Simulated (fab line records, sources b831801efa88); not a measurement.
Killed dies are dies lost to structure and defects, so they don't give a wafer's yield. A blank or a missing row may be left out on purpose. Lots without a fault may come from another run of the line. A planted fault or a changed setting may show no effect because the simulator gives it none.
fab line records | flow sky130
record lots=11 wafers=33 last_day=50
route steps=708 shown DNWELL@43 VT_ADJUST_PCH@152 LDD_P@259 LDD_HVN@274 LDD_HVP@288 PAD_OPEN@708
lots that met no fault: from a run of the same line without faults
start_h: hours from the record's first day to the start of the lot's first wafer shown | wait_h: hours since the lot's step before | " the same as in the row above | L1.1+2: a row that stands for several wafers | - no value, or no start given | * or withheld: withheld | < > ~ a bound
route shown NAME@n: a module of which the file shows steps, and the number in the route of the first | usual: mean/standard deviation of fault-free wafers | same: alike in all rows | chamber/n: place in a boat | sites: the reading at each site | _std_site: their standard deviation | _edge_site: outer sites' mean less inner sites' | radius_mm: how far each site lies from the wafer's centre | mask NAME#n: copy n | behind: the tool/chamber that last shaped the wafer | hold: why the lot was held/for how many hours/how that ended | device: the transistor (n, p or np) that didn't switch | end of line: the same wafers' tests at the end of the route | a step without rows: its recipe alone | killed: dies lost to structure and defects at the first sort, not the wafer's yield | map: a wafer's dies, x killed, . not, _ none there
set.NAME: the setting as run; set.NAME@STEP: as run at that earlier step | model.NAME: the simulator's own value behind a step, which no gauge read
steps of the route over a sample of lots; a table a step, a row a wafer
services: from which hour (start_h, from the record's first day; less than 0 if before it) a tool's chamber was out of use, for how many hours, and why
## steps
# step SKY_DNWELL_STRIP_08
# recipe chemistry=O2/N2 power_w=1400 pressure_mtorr=1500 platen_temp_c=withheld o2_flow_sccm=3000 n2_flow_sccm=300 overash_fraction=0.5
# usual drypump_motor_current_A=5.7/0.36 oes_product_au=0.722/0.0045 strip_time_to_endpoint_s=36.95/0.11
# columns lot.wafer tool chamber start_h wait_h drypump_motor_current_A oes_product_au rf_hours_counter_h strip_time_to_endpoint_s
L935.1 plasma_asher-03 0 57.26 0.1 6.0 0.732 38 36.79
L935.2 " 1 " " 5.9 0.724 38 36.75
L935.3 " 0 " " 6.0 0.720 - 36.83
L937.4 plasma_asher-01 0 62.91 0.1 5.9 0.725 - 36.83
L937.5 " 0 " " 5.9 0.715 - 36.84
L937.6 " 1 " " 5.8 0.723 - 36.77
L938.1 plasma_asher-03 0 68.90 0.1 6.0 0.725 39 37.02
L938.4 " 1 " " 5.9 0.713 - 37.08
L938.5 " 0 " " 5.9 0.723 - 36.97
L939.3 plasma_asher-03 0 75.31 0.1 6.0 0.715 - 36.97
L939.5 " 0 " " 6.0 0.721 - 37.02
L939.6 " 1 " " 5.8 0.723 - 36.89
L946.2 plasma_asher-03 1 110.42 0.1 5.9 0.725 42 36.94
L946.3 " 0 " " 6.0 0.721 - 36.95
L946.5 " 1 " " 5.8 0.728 - 37.05
L948.1 plasma_asher-03 0 122.56 0.1 6.0 0.721 44 36.96
L948.4 " 1 " " 5.8 0.727 - 37.06
L948.5 " 1 " " 5.9 0.723 - 36.89
L950.4 plasma_asher-04 0 131.96 0.1 5.7 0.729 - 37.00
L950.5 " 0 " " 5.7 0.726 - 37.05
L950.6 " 1 " " 5.0 0.725 - 37.13
L952.1 plasma_asher-03 0 143.60 0.1 6.0 0.725 46 36.93
L952.3 " 1 " " 5.8 0.726 - 36.92
L952.4 " 0 " " 5.9 0.706 - 37.00
L953.1 plasma_asher-04 0 150.82 0.1 5.7 0.719 48 36.99
L953.2 " 1 " " 5.1 0.724 48 37.03
L953.6 " 0 " " 5.7 0.721 - 37.08
L956.2 plasma_asher-04 0 164.00 0.1 5.7 0.721 49 36.97
L956.3 " 1 " " 5.0 0.719 - 36.96
L956.4 " 0 " " 5.7 0.721 - 36.91
L958.2 plasma_asher-04 1 176.22 0.1 5.0 0.722 51 36.83
L958.4 " 0 " " 5.7 0.725 - 37.04
L958.6 " 0 " " 5.7 0.714 - 36.88
# step SKY_VT_ADJUST_PCH_STRIP_09
# recipe chemistry=O2/N2 power_w=1400 pressure_mtorr=1500 platen_temp_c=withheld o2_flow_sccm=3000 n2_flow_sccm=300 overash_fraction=0.5
# usual drypump_motor_current_A=5.87/0.1 oes_product_au=0.723/0.0048 strip_time_to_endpoint_s=36.98/0.11
# columns lot.wafer tool chamber start_h wait_h drypump_motor_current_A oes_product_au rf_hours_counter_h strip_time_to_endpoint_s
L935.1 plasma_asher-01 1 233.56 0.1 5.81 0.718 10 36.96
L935.2 " 0 " " 5.90 0.720 10 36.97
L935.3 " 1 " " 5.81 0.730 - 36.85
L937.4 plasma_asher-02 0 241.99 0.1 6.00 0.724 - 37.04
L937.5 " 0 " " 6.07 0.723 - 36.97
L937.6 " 1 " " 5.71 0.725 - 37.05
L938.1 plasma_asher-02 1 253.24 0.1 5.70 0.708 40 36.99
L938.4 " 1 " " 5.70 0.719 - 36.98
L938.5 " 0 " " 6.02 0.731 - 37.03
L939.3 plasma_asher-01 1 258.57 0.1 5.82 0.723 - 36.97
L939.5 " 1 " " 5.82 0.722 - 37.02
L939.6 " 0 " " 5.87 0.725 - 36.91
L946.2 plasma_asher-02 1 309.89 0.1 5.71 0.716 46 37.15
L946.3 " 0 " " 6.04 0.715 - 37.03
L946.5 " 1 " " 5.71 0.719 - 37.16
L948.1 plasma_asher-01 1 328.41 0.1 5.81 0.721 19 36.91
L948.4 " 1 " " 5.78 0.734 - 36.94
L948.5 " 0 " " 5.87 0.725 - 36.96
L950.4 plasma_asher-02 1 339.83 0.1 5.69 0.728 - 37.07
L950.5 " 1 " " 5.70 0.720 - 36.96
L950.6 " 0 " " 6.04 0.727 - 36.99
L952.1 plasma_asher-03 1 357.16 0.1 5.84 0.718 67 36.80
L952.3 " 1 " " 5.88 0.724 - 36.80
L952.4 " 0 " " 5.94 0.722 - 36.82
L953.1 plasma_asher-02 0 365.16 0.1 6.07 0.720 51 37.04
L953.2 " 1 " " 5.69 0.722 51 36.93
L953.6 " 1 " " 5.71 0.718 - 36.90
L956.2 plasma_asher-03 1 386.99 0.1 5.87 0.724 70 37.09
L956.3 " 1 " " 5.85 0.724 - 37.08
L956.4 " 0 " " 5.99 0.725 - 36.96
L958.2 plasma_asher-03 0 404.76 0.1 5.95 0.721 72 36.95
L958.4 " 0 " " 5.98 0.724 - 36.86
L958.6 " 1 " " 5.86 0.721 - 36.96
# step SKY_LDD_P_EXPOSE_04
# recipe mask_id=PSDM na=0.6 source_shape=conventional sigma_outer=0.6 polarization=unpolarized target_cd_nm=380 dose_mj=138
# columns lot.wafer tool chamber start_h wait_h mask
L935.1+2+3 iline_stepper-01 0 429.43 - PSDM#0
L937.4+5+6 iline_stepper-02 0 436.49 - PSDM#0
L938.1+4+5 iline_stepper-02 0 455.47 - PSDM#0
L939.3+5+6 iline_stepper-01 0 458.56 - PSDM#0
L946.2+3+5 iline_stepper-01 0 522.42 - HVPTM#0
L948.1+4+5 iline_stepper-01 0 542.11 - PSDM#0
L950.4+5+6 iline_stepper-01 0 555.09 - PSDM#0
L952.1+3+4 iline_stepper-02 0 570.36 - PSDM#0
L953.1+2+6 iline_stepper-01 0 584.27 - PSDM#0
L956.2+3+4 iline_stepper-01 0 601.09 - PSDM#0
L958.2+4+6 iline_stepper-01 0 618.24 - PSDM#0
# step SKY_LDD_P_CD_MEAS_07
# recipe target_cd_nm=380
# usual cd_nm=379.2/2.7
# columns lot.wafer tool chamber start_h wait_h cd_nm
L935.1 cd_sem-02 - 443.95 0.1 382.8
L935.2 " - " " 384.5
L935.3 " - " " 383.2
L937.4 cd_sem-01 - 452.01 0.1 380.3
L937.5 " - " " 378.3
L937.6 " - " " 379.7
L938.1 cd_sem-02 - 470.81 0.1 380.6
L938.4 " - " " 379.4
L938.5 " - " " 376.8
L939.3 cd_sem-02 - 473.55 0.1 374.8
L939.5 " - " " 376.7
L939.6 " - " " 376.5
L946.2 cd_sem-01 - 537.07 0.1 -
L946.3 " - " " -
L946.5 " - " " -
L948.1 cd_sem-01 - 557.26 0.1 376.5
L948.4 " - " " 378.7
L948.5 " - " " 376.9
L950.4 cd_sem-02 - 569.36 0.1 379.3
L950.5 " - " " 376.8
L950.6 " - " " 381.0
L952.1 cd_sem-02 - 585.10 0.1 384.8
L952.3 " - " " 383.8
L952.4 " - " " 384.4
L953.1 cd_sem-02 - 598.65 0.1 382.0
L953.2 " - " " 381.9
L953.6 " - " " 381.9
L956.2 cd_sem-01 - 615.22 0.1 382.2
L956.3 " - " " 382.0
L956.4 " - " " 381.6
L958.2 cd_sem-02 - 632.37 0.1 376.5
L958.4 " - " " 378.8
L958.6 " - " " 375.9
# step SKY_LDD_P_TW_MEAS_11
# usual LDD_P_TW=633/7.7
# columns lot.wafer tool chamber start_h wait_h LDD_P_TW
L935.1 film_metro-04 - 444.35 0.1 635
L935.2 " - " " 637
L935.3 " - " " 635
L937.4 film_metro-02 - 452.38 0.1 626
L937.5 " - " " 628
L937.6 " - " " 625
L938.1 film_metro-03 - 471.21 0.1 635
L938.4 " - " " 637
L938.5 " - " " 637
L939.3 film_metro-03 - 473.99 0.1 633
L939.5 " - " " 638
L939.6 " - " " 634
L946.2 film_metro-04 - 537.46 0.1 30
L946.3 " - " " 30
L946.5 " - " " 30
L948.1 film_metro-02 - 557.66 0.1 625
L948.4 " - " " 628
L948.5 " - " " 626
L950.4 film_metro-03 - 569.73 0.1 635
L950.5 " - " " 636
L950.6 " - " " 637
L952.1 film_metro-04 - 585.50 0.1 640
L952.3 " - " " 647
L952.4 " - " " 643
L953.1 film_metro-02 - 599.05 0.1 623
L953.2 " - " " 624
L953.6 " - " " 626
L956.2 film_metro-02 - 615.62 0.1 626
L956.3 " - " " 622
L956.4 " - " " 623
L958.2 film_metro-03 - 632.76 0.1 638
L958.4 " - " " 642
L958.6 " - " " 639
# step SKY_LDD_HVN_OVL_MEAS_07
# usual LDD_HVN_OVL=0.4/1.4
# columns lot.wafer tool chamber start_h wait_h LDD_HVN_OVL[nm]
L935.1 overlay-02 - 474.81 0.1 -0.7
L935.2 " - " " 1.4
L935.3 " - " " 0.1
L937.4 overlay-01 - 481.82 0.1 0.1
L937.5 " - " " -0.6
L937.6 " - " " 2.6
L938.1 overlay-01 - 502.10 0.1 0.4
L938.4 " - " " -0.7
L938.5 " - " " -0.3
L939.3 overlay-01 - 504.51 0.1 0.6
L939.5 " - " " 2.8
L939.6 " - " " 2.3
L946.2 overlay-02 - 567.63 0.1 -0.2
L946.3 " - " " -0.7
L946.5 " - " " 0.5
L948.1 overlay-01 - 587.25 0.1 1.4
L948.4 " - " " -0.7
L948.5 " - " " -1.5
L950.4 overlay-02 - 599.27 0.1 1.4
L950.5 " - " " -1.0
L950.6 " - " " 0.4
L952.1 overlay-02 - 614.05 0.2 0.0
L952.3 " - " " 2.2
L952.4 " - " " -0.5
L953.1 overlay-02 - 627.71 0.1 0.0
L953.2 " - " " 0.7
L953.6 " - " " 0.4
L956.2 overlay-01 - 644.95 0.1 -0.5
L956.3 " - " " -1.5
L956.4 " - " " -2.1
L958.2 overlay-02 - 660.45 0.1 -0.2
L958.4 " - " " -0.6
L958.6 " - " " 1.2
# step SKY_LDD_HVP_TW_MEAS_10
# usual LDD_HVP_TW=456/4.9
# columns lot.wafer tool chamber start_h wait_h LDD_HVP_TW
L935.1 film_metro-01 - 505.69 0.1 457
L935.2 " - " " 456
L935.3 " - " " 457
L937.4 film_metro-04 - 513.11 0.1 458
L937.5 " - " " 456
L937.6 " - " " 462
L938.1 film_metro-01 - 532.29 0.1 456
L938.4 " - " " 457
L938.5 " - " " 455
L939.3 film_metro-01 - 535.65 0.1 455
L939.5 " - " " 454
L939.6 " - " " 455
L946.2 film_metro-01 - 597.35 0.1 698
L946.3 " - " " 698
L946.5 " - " " 698
L948.1 film_metro-04 - 615.96 0.1 465
L948.4 " - " " 461
L948.5 " - " " 465
L950.4 film_metro-04 - 628.74 0.1 462
L950.5 " - " " 461
L950.6 " - " " 466
L952.1 film_metro-02 - 643.51 0.1 448
L952.3 " - " " 451
L952.4 " - " " 449
L953.1 film_metro-02 - 655.86 0.1 449
L953.2 " - " " 449
L953.6 " - " " 448
L956.2 film_metro-04 - 673.20 0.1 463
L956.3 " - " " 461
L956.4 " - " " 461
L958.2 film_metro-04 - 688.87 0.1 460
L958.4 " - " " 458
L958.6 " - " " 462
# step SKY_PAD_OPEN_PROBE_99
# usual killed_at_M0_to_M3=41/6.2 killed_at_M4_up=3.0/1.7 killed_at_contacts=25/5.8 killed_at_front_end=16/4.5 killed_at_other=0.2/0.42 killed_dies=85/8.4 killed_on_rim=17/4.1 killed_open=46/5.9 killed_short=39/6.3
# same gross_dies=492 killed_at_back_side=0
# columns lot.wafer tool chamber start_h wait_h killed_at_M0_to_M3 killed_at_M4_up killed_at_contacts killed_at_front_end killed_at_other killed_dies killed_on_rim killed_open killed_short
L946.2 prober-01 - 1146.01 0.1 44 1 19 427 1 492 96 47 31
L946.3 prober-01 - 1146.06 0.2 42 6 15 429 0 492 96 47 41
L946.5 prober-01 - 1146.16 0.2 39 3 24 426 0 492 96 40 41
# killed by level:class
L946.2 LDD_P:area_expose=414 VIA1:geometric_particle:open=13 CONTACT:geometric_particle:open=7 LI_CONTACT:geometric_particle:open=5 METAL1:geometric_particle:short=5 METAL2:geometric_particle:short=5 FIELD_ISO:geometric_particle:short=4 VIA3:geometric_particle:open=4
L946.3 LDD_P:area_expose=404 VIA1:geometric_particle:open=12 FIELD_ISO:geometric_particle:open=8 FIELD_ISO:geometric_particle:short=6 METAL2:geometric_particle:short=6 LI_CONTACT:geometric_particle:open=5 CONTACT:geometric_particle:short=5 VIA3:geometric_particle:open=5
L946.5 LDD_P:area_expose=411 VIA1:geometric_particle:open=11 FIELD_ISO:geometric_particle:short=7 VIA3:geometric_particle:open=7 LI_CONTACT:geometric_particle:open=6 CONTACT:geometric_particle:short=5 CONTACT:geometric_particle:open=5 METAL2:geometric_particle:short=5
## services
# columns tool chamber start_h hours kind
plasma_asher-03 - 97.22 9.6 repair
plasma_asher-01 - 108.75 9.0 pm
plasma_asher-02 - 137.41 11.5 repair
plasma_asher-01 - 146.34 14.6 pm
iline_stepper-01 - 156.51 1.7 pm
plasma_asher-01 - 163.35 1.4 repair
plasma_asher-04 - 176.56 2.9 repair
plasma_asher-02 - 248.44 1.8 repair
plasma_asher-02 - 248.92 3.6 repair
iline_stepper-01 - 278.40 5.3 repair
plasma_asher-02 - 292.92 0.7 repair
plasma_asher-03 - 295.31 8.8 repair
iline_stepper-01 - 374.80 1.7 pm
plasma_asher-02 - 379.23 2.2 repair
plasma_asher-02 - 418.67 15.6 pm
iline_stepper-01 - 442.92 10.1 repair
plasma_asher-03 - 463.42 3.6 repair
plasma_asher-03 - 485.36 4.7 repair
plasma_asher-03 - 500.66 2.8 pm
iline_stepper-01 - 532.16 4.1 repair
iline_stepper-01 - 539.05 2.1 repair
plasma_asher-02 - 585.15 2.8 pm
iline_stepper-01 - 592.87 1.7 pm
plasma_asher-02 - 599.15 7.2 repair
## key
first_sign step=SKY_LDD_P_EXPOSE_04 reading=mask direction=changed
effect step=SKY_LDD_P_CD_MEAS_07 reading=cd_nm direction=missing
effect step=SKY_LDD_P_TW_MEAS_11 reading=LDD_P_TW direction=down sigmas=78 usual=633 struck=30
effect step=SKY_LDD_HVP_TW_MEAS_10 reading=LDD_HVP_TW direction=up sigmas=49 usual=456 struck=698
effect step=SKY_PAD_OPEN_PROBE_99 reading=killed_at_front_end direction=up sigmas=91 usual=16 struck=427
more_kills_born_at SKY_LDD_P_EXPOSE_04@iline_stepper-01=1229
met_at SKY_LDD_P_EXPOSE_04
struck_lots L946
tester_left_out L946
not_acting_at SKY_DNWELL_STRIP_08,SKY_VT_ADJUST_PCH_STRIP_09,SKY_LDD_HVN_OVL_MEAS_07
onset_between 458.56 522.42
fault kind=wrong_mask tool=any chamber=- onset_h=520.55 steps=SKY_LDD_P_EXPOSE_04 aux_copy=HVPTM#0 scope=struck_lots_only
# tester_left_out: of these lots the tester's yield and bins aren't shown, on N5 and GAA mostly nor the transistor test; their killed dies are dies lost to structure and defects alone, not to doping, threshold or leakage, so they don't give the yield
